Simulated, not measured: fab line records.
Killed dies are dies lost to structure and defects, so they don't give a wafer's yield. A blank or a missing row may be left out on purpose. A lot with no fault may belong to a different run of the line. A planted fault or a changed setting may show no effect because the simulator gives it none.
fab line records -- flow sky130
record lots=6, wafers=18, last-day=50
route steps=708 shown LDD_HVP@280 LDD_LDN@289 PAD_OPEN@708
lots that met no fault: from a run of the same line without faults
start-h: start of the lot's first displayed wafer, in hours after the record's first day -- wait-h: hours since the lot's step before -- " repeats the value in the row above -- L1.1+2: several wafers, shown together as one row -- - no value, or no start given -- * or withheld: withheld -- < > ~ a bound
route shown NAME@n: names a module that has steps shown in the file, with the first one's number in the route -- usual: mean/standard deviation of fault-free wafers -- same: alike in all rows -- chamber/n: place in a boat -- sites: the reading at each site -- _std_site: standard deviation across them -- _edge_site: the outer-site mean with the inner-site mean subtracted -- radius-mm: for every site, how far away it sits from the centre of the wafer -- mask NAME#n: copy n -- behind: the last tool/chamber to shape the wafer -- hold: why the lot was held/for how many hours/how that ended -- device: names the non-switching transistor (n, p or np) -- end of line: tests of these same wafers at the route's end -- step lacking rows: just its recipe -- killed: count of dies lost to structure and defects at first sort (not the wafer's yield) -- map: the dies of a wafer, with x for killed, . for not killed, _ for no die there
set.NAME: the setting as run; set.NAME@STEP: as run at that earlier step -- model.NAME: the simulator's own value behind a step, which no gauge read
a table for each step, a row for each wafer; lots at some steps of the route
services: when a tool's chamber went out of use (start-h, in hours from the record's first day, below 0 if earlier), for how many hours, and the reason
## steps
# step SKY_LDD_HVP_COAT_02
# recipe resist=NOVOLAK, spin-rpm=3000, resist-thk-nm=300
# step SKY_LDD_HVP_SOFTBAKE_03
# recipe temp-c=90, time-s=60, resist=NOVOLAK
# step SKY_LDD_HVP_EXPOSE_04
# recipe mask-id=HVPTM, na=0.6, source-shape=conventional, sigma-outer=0.6, polarization=unpolarized, target-cd-nm=700, dose-mj=86
# step SKY_LDD_HVP_PEB_05
# recipe temp-c=withheld, time-s=*, resist=NOVOLAK
# step SKY_LDD_HVP_DEVELOP_06
# recipe resist=NOVOLAK, developer=TMAH, develop-time-s=60, dev-temp-c=23
# step SKY_LDD_HVP_OVL_MEAS_07
# usual LDD_HVP_OVL=-0.1/1.5
lot.wafer,tool,chamber,start-h,wait-h,LDD_HVP_OVL[nm]
L686.1,overlay-02,-,533.54,0.1,-0.2
L686.4,overlay-02,-,533.54,0.1,-1.5
L686.5,overlay-02,-,533.54,0.1,-0.9
L688.1,overlay-01,-,561.85,0.1,0.5
L688.4,overlay-01,-,561.85,0.1,-0.9
L688.5,overlay-01,-,561.85,0.1,-0.2
L693.3,overlay-01,-,612.91,0.1,-1.0
L693.4,overlay-01,-,612.91,0.1,-1.8
L693.5,overlay-01,-,612.91,0.1,0.3
L695.1,overlay-02,-,632.98,0.1,1.7
L695.3,overlay-02,-,632.98,0.1,3.1
L695.4,overlay-02,-,632.98,0.1,3.2
L702.1,overlay-02,-,668.28,0.1,1.2
L702.3,overlay-02,-,668.28,0.1,1.7
L702.5,overlay-02,-,668.28,0.1,0.5
L703.2,overlay-02,-,681.25,0.1,2.3
L703.3,overlay-02,-,681.25,0.1,0.2
L703.5,overlay-02,-,681.25,0.1,1.2
# step SKY_LDD_HVP_IMPLANT_08
# recipe species=B, energy-kev=20, dose-cm2=1.7e+13, tilt-deg=17.9
# step SKY_LDD_HVP_STRIP_09
# recipe chemistry=O2/N2, power-w=1400, pressure-mtorr=1500, platen-temp-c=withheld, o2-flow-sccm=3000, n2-flow-sccm=300, overash-fraction=0.5
# usual drypump-motor-current-A=5.70/0.22, oes-product-au=0.408/0.0044, strip-time-to-endpoint-s=4.131/0.018
lot.wafer,tool,chamber,start-h,wait-h,drypump-motor-current-A,oes-product-au,rf-hours-counter-h,strip-time-to-endpoint-s
L686.1,plasma-asher-01,0,533.72,0.1,5.46,0.405,42,4.116
L686.4,plasma-asher-01,1,533.72,0.1,5.47,0.409,-,4.129
L686.5,plasma-asher-01,0,533.72,0.1,5.47,0.401,-,4.113
L688.1,plasma-asher-01,1,562.03,0.1,5.47,0.412,44,4.176
L688.4,plasma-asher-01,1,562.03,0.1,5.46,0.407,-,4.173
L688.5,plasma-asher-01,1,562.03,0.1,5.45,0.408,-,4.165
L693.3,plasma-asher-02,0,613.11,0.1,5.63,0.402,-,4.117
L693.4,plasma-asher-02,1,613.11,0.1,5.49,0.396,-,4.145
L693.5,plasma-asher-02,0,613.11,0.1,5.63,0.401,-,4.105
L695.1,plasma-asher-03,0,633.16,0.1,5.99,0.413,23,4.127
L695.3,plasma-asher-03,0,633.16,0.1,6.00,0.403,-,4.128
L695.4,plasma-asher-03,1,633.16,0.1,5.93,0.408,-,4.109
L702.1,plasma-asher-01,0,668.46,0.1,5.44,0.408,55,4.161
L702.3,plasma-asher-01,0,668.46,0.1,5.46,0.404,-,4.123
L702.5,plasma-asher-01,1,668.46,0.1,5.46,0.411,-,4.134
L703.2,plasma-asher-01,1,681.43,0.1,5.47,0.409,57,4.130
L703.3,plasma-asher-01,0,681.43,0.1,5.44,0.406,-,4.123
L703.5,plasma-asher-01,0,681.43,0.1,5.42,0.414,-,4.141
# step SKY_LDD_HVP_TW_MEAS_10
# usual LDD_HVP_TW=455/3.1
lot.wafer,tool,chamber,start-h,wait-h,LDD_HVP_TW
L686.1,film-metro-03,-,533.82,0.1,453
L686.4,film-metro-03,-,533.82,0.1,452
L686.5,film-metro-03,-,533.82,0.1,456
L688.1,film-metro-02,-,562.13,0.1,458
L688.4,film-metro-02,-,562.13,0.1,455
L688.5,film-metro-02,-,562.13,0.1,455
L693.3,film-metro-04,-,613.20,0.1,459
L693.4,film-metro-04,-,613.20,0.1,461
L693.5,film-metro-04,-,613.20,0.1,461
L695.1,film-metro-03,-,633.26,0.1,452
L695.3,film-metro-03,-,633.26,0.1,452
L695.4,film-metro-03,-,633.26,0.1,453
L702.1,film-metro-03,-,668.56,0.1,453
L702.3,film-metro-03,-,668.56,0.1,454
L702.5,film-metro-03,-,668.56,0.1,454
L703.2,film-metro-04,-,681.54,0.1,461
L703.3,film-metro-04,-,681.54,0.1,462
L703.5,film-metro-04,-,681.54,0.1,460
# step SKY_LDD_LDN_DEHYDRATE_00
# recipe temp-c=200, time-s=60
# step SKY_LDD_LDN_HMDS_01
# recipe prime-time-s=60, prime-temp-c=120
# step SKY_LDD_LDN_COAT_02
# recipe resist=NOVOLAK, spin-rpm=3000, resist-thk-nm=1140
# step SKY_LDD_LDN_SOFTBAKE_03
# recipe temp-c=90, time-s=60, resist=NOVOLAK
# usual heater-power-total-W=56.59/0.044, run-length-s=89.2/0.36
lot.wafer,tool,chamber,start-h,wait-h,heater-power-total-W,run-length-s
L686.1,litho-track-04,0,549.34,0.1,56.58,89.2
L686.4,litho-track-04,0,549.34,0.1,56.63,89.2
L686.5,litho-track-04,0,549.34,0.1,56.61,89.4
L688.1,litho-track-02,0,576.39,0.1,56.57,88.7
L688.4,litho-track-02,0,576.39,0.1,56.71,88.5
L688.5,litho-track-02,0,576.39,0.1,56.66,88.6
L693.3,litho-track-02,0,626.94,0.1,61.35,76.0
L693.4,litho-track-02,0,626.94,0.1,61.33,75.8
L693.5,litho-track-02,0,626.94,0.1,61.22,75.7
L695.1,litho-track-02,0,647.74,0.1,61.27,75.8
L695.3,litho-track-02,0,647.74,0.1,61.23,75.8
L695.4,litho-track-02,0,647.74,0.1,61.30,75.9
L702.1,litho-track-04,0,682.84,0.1,56.62,89.2
L702.3,litho-track-04,0,682.84,0.1,56.53,89.2
L702.5,litho-track-04,0,682.84,0.1,56.63,89.5
L703.2,litho-track-01,0,695.37,0.1,56.66,89.4
L703.3,litho-track-01,0,695.37,0.1,56.65,89.7
L703.5,litho-track-01,0,695.37,0.1,56.59,89.6
# step SKY_LDD_LDN_EXPOSE_04
# recipe mask-id=LDNTM, na=0.6, source-shape=conventional, sigma-outer=0.6, polarization=unpolarized, target-cd-nm=700, dose-mj=140
# step SKY_PAD_OPEN_PROBE_99
# usual killed_at_M0_to_M3=42/6.7, killed_at_M4_up=3.4/2, killed-at-contacts=24/5.1, killed-at-front-end=14/4.2, killed-at-other=0.2/0.49, killed-dies=84/8.4, killed-open=46/7, killed-short=39/5.8
# same gross-dies=492, killed-at-back-side=0
lot.wafer,tool,chamber,start-h,wait-h,killed_at_M0_to_M3,killed_at_M4_up,killed-at-contacts,killed-at-front-end,killed-at-other,killed-dies,killed-open,killed-short
L686.1,prober-02,-,1105.61,0.1,40,3,20,11,0,74,41,33
L686.4,prober-02,-,1105.76,0.2,27,6,27,17,1,78,50,28
L686.5,prober-02,-,1105.81,0.2,39,5,25,7,0,76,45,31
L688.1,prober-02,-,1121.27,0.1,40,6,21,6,0,73,37,36
L688.4,prober-02,-,1121.42,0.2,42,0,20,13,0,75,41,34
L688.5,prober-02,-,1121.47,0.2,42,1,32,10,0,85,49,36
L693.3,prober-02,-,1156.52,0.2,51,4,23,9,0,87,47,40
L693.4,prober-02,-,1156.57,0.2,51,4,31,14,1,101,57,44
L693.5,prober-02,-,1156.62,0.2,44,3,16,13,2,78,37,41
L695.1,prober-02,-,1170.41,0.1,35,3,22,9,1,70,35,35
L695.3,prober-02,-,1170.51,0.2,44,1,22,13,1,81,42,39
L695.4,prober-02,-,1170.56,0.2,50,2,28,19,0,99,54,45
L702.1,prober-02,-,1190.77,0.1,50,2,23,16,1,92,51,41
L702.3,prober-02,-,1190.87,0.2,48,3,28,10,0,89,45,44
L702.5,prober-02,-,1190.97,0.2,57,5,29,13,0,104,58,46
L703.2,prober-01,-,1199.49,0.1,36,5,18,15,0,74,37,37
L703.3,prober-01,-,1199.54,0.2,48,4,32,4,0,88,46,42
L703.5,prober-01,-,1199.64,0.2,46,2,20,17,0,85,47,38
# killed by level:class
L686.1 VIA3:geometric-particle:open=9 VIA1:geometric-particle:open=8 CONTACT:geometric-particle:open=6 METAL1:geometric-particle:short=5 LI_CONTACT:geometric-particle:open=5 VIA1:geometric-particle:short=5 POLY_GATE:geometric-particle:short=4 LOCAL_INTERCONNECT:geometric-particle:short=4
L686.4 CONTACT:geometric-particle:open=11 LI_CONTACT:geometric-particle:open=7 VIA1:geometric-particle:open=7 FIELD_ISO:geometric-particle:open=6 POLY_GATE:geometric-particle:open=5 METAL4:geometric-particle:short=4 LOCAL_INTERCONNECT:geometric-particle:short=4 VIA2:geometric-particle:open=4
L686.5 VIA2:geometric-particle:open=11 CONTACT:geometric-particle:open=9 LI_CONTACT:geometric-particle:open=8 VIA1:geometric-particle:short=8 VIA3:geometric-particle:open=5 METAL4:geometric-particle:short=5 VIA3:geometric-particle:short=4 VIA1:geometric-particle:open=4
L688.1 VIA1:geometric-particle:open=10 VIA3:geometric-particle:open=7 CONTACT:geometric-particle:open=6 VIA3:geometric-particle:short=5 LI_CONTACT:geometric-particle:open=5 METAL4:geometric-particle:short=5 LI_CONTACT:geometric-particle:short=4 METAL2:geometric-particle:short=4
L688.4 VIA1:geometric-particle:open=15 LI_CONTACT:geometric-particle:open=5 METAL2:geometric-particle:short=5 FIELD_ISO:geometric-particle:short=4 POLY_GATE:geometric-particle:open=4 CONTACT:geometric-particle:short=4 CONTACT:geometric-particle:open=4 METAL1:geometric-particle:short=4
L688.5 LI_CONTACT:geometric-particle:open=10 VIA1:geometric-particle:open=10 CONTACT:geometric-particle:short=8 VIA3:geometric-particle:open=8 CONTACT:geometric-particle:open=6 VIA2:geometric-particle:open=6 METAL1:geometric-particle:short=5 FIELD_ISO:geometric-particle:short=4
L693.3 VIA1:geometric-particle:open=11 METAL2:geometric-particle:short=9 CONTACT:geometric-particle:open=8 VIA1:geometric-particle:short=7 LOCAL_INTERCONNECT:geometric-particle:short=6 VIA2:geometric-particle:open=6 METAL1:geometric-particle:short=5 VIA3:geometric-particle:open=5
L693.4 VIA1:geometric-particle:open=15 CONTACT:geometric-particle:open=12 LI_CONTACT:geometric-particle:open=7 CONTACT:geometric-particle:short=7 VIA2:geometric-particle:open=6 VIA2:geometric-particle:short=6 FIELD_ISO:geometric-particle:open=5 VIA1:geometric-particle:short=5
L693.5 VIA3:geometric-particle:open=7 CONTACT:geometric-particle:open=6 METAL2:geometric-particle:short=6 VIA2:geometric-particle:open=6 CONTACT:geometric-particle:short=5 METAL1:geometric-particle:short=5 VIA1:geometric-particle:short=5 FIELD_ISO:geometric-particle:short=4
L695.1 CONTACT:geometric-particle:open=9 METAL2:geometric-particle:short=8 VIA2:geometric-particle:open=7 CONTACT:geometric-particle:short=5 VIA3:geometric-particle:open=5 LOCAL_INTERCONNECT:geometric-particle:short=4 VIA1:geometric-particle:open=4 METAL3:geometric-particle:short=4
L695.3 VIA1:geometric-particle:open=10 LI_CONTACT:geometric-particle:open=8 VIA1:geometric-particle:short=8 CONTACT:geometric-particle:open=6 METAL1:geometric-particle:short=6 VIA3:geometric-particle:open=6 VIA2:geometric-particle:open=5 FIELD_ISO:geometric-particle:short=3
L695.4 VIA1:geometric-particle:open=16 CONTACT:geometric-particle:open=9 METAL2:geometric-particle:short=9 FIELD_ISO:geometric-particle:short=7 LI_CONTACT:geometric-particle:open=7 VIA1:geometric-particle:short=6 VIA3:geometric-particle:open=5 POLY_GATE:geometric-particle:open=4
L702.1 VIA1:geometric-particle:open=12 VIA3:geometric-particle:open=11 FIELD_ISO:geometric-particle:short=8 VIA2:geometric-particle:open=8 CONTACT:geometric-particle:short=7 METAL1:geometric-particle:short=6 LI_CONTACT:geometric-particle:open=5 CONTACT:geometric-particle:open=5
L702.3 CONTACT:geometric-particle:open=11 VIA1:geometric-particle:open=9 LI_CONTACT:geometric-particle:open=8 METAL3:geometric-particle:short=7 METAL1:geometric-particle:short=6 METAL2:geometric-particle:short=6 VIA2:geometric-particle:short=5 VIA2:geometric-particle:open=5
L702.5 VIA1:geometric-particle:open=11 LI_CONTACT:geometric-particle:open=10 METAL1:geometric-particle:short=10 VIA2:geometric-particle:open=10 VIA3:geometric-particle:open=8 LOCAL_INTERCONNECT:geometric-particle:short=7 CONTACT:geometric-particle:open=6 METAL2:geometric-particle:short=6
L703.2 VIA3:geometric-particle:short=7 CONTACT:geometric-particle:open=6 VIA1:geometric-particle:open=6 VIA2:geometric-particle:open=6 LOCAL_INTERCONNECT:geometric-particle:short=5 POLY_GATE:geometric-particle:short=4 VIA2:geometric-particle:short=4 METAL4:geometric-particle:short=4
L703.3 LI_CONTACT:geometric-particle:open=12 METAL1:geometric-particle:short=10 VIA1:geometric-particle:open=9 CONTACT:geometric-particle:open=8 VIA1:geometric-particle:short=6 LOCAL_INTERCONNECT:geometric-particle:short=4 CONTACT:geometric-particle:short=4 VIA2:geometric-particle:open=4
L703.5 VIA1:geometric-particle:open=10 VIA2:geometric-particle:open=8 METAL2:geometric-particle:short=6 VIA3:geometric-particle:open=6 LI_CONTACT:geometric-particle:open=5 METAL1:geometric-particle:short=5 POLY_GATE:geometric-particle:short=4 POLY_GATE:geometric-particle:open=4
## services
tool,chamber,start-h,hours,kind
plasma-asher-01,-,511.59,14.6,pm
plasma-asher-02,-,561.19,24.3,repair
plasma-asher-02,-,561.22,2.3,repair
plasma-asher-01,-,616.12,4.0,pm
plasma-asher-02,-,691.14,0.9,repair
## key
first-sign step=SKY_LDD_LDN_SOFTBAKE_03, reading=heater-power-total-W, direction=up, sigmas=99+, usual=*, struck=*
effect step=SKY_LDD_LDN_SOFTBAKE_03, reading=run-length-s, direction=down, sigmas=37, usual=*, struck=*
met-at SKY_LDD_LDN_SOFTBAKE_03
struck-wafers L693.3,L693.4,L693.5,L695.1,L695.3,L695.4
tester-left-out L693,L695
onset-between 576.39 626.94
fault kind=process-parameter-drift, tool=litho-track-02, chamber=-, onset-h=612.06, steps=SKY_LDD_LDN_SOFTBAKE_03, channel=time-s, offset=*, shape=step, end-h=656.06, acts-in=*, stated=*
# tester-left-out: of these lots the tester's yield and bins aren't shown, on N5 and GAA mostly nor the transistor test; their killed dies are dies lost to structure and defects alone, not to doping, threshold or leakage, so they don't give the yield
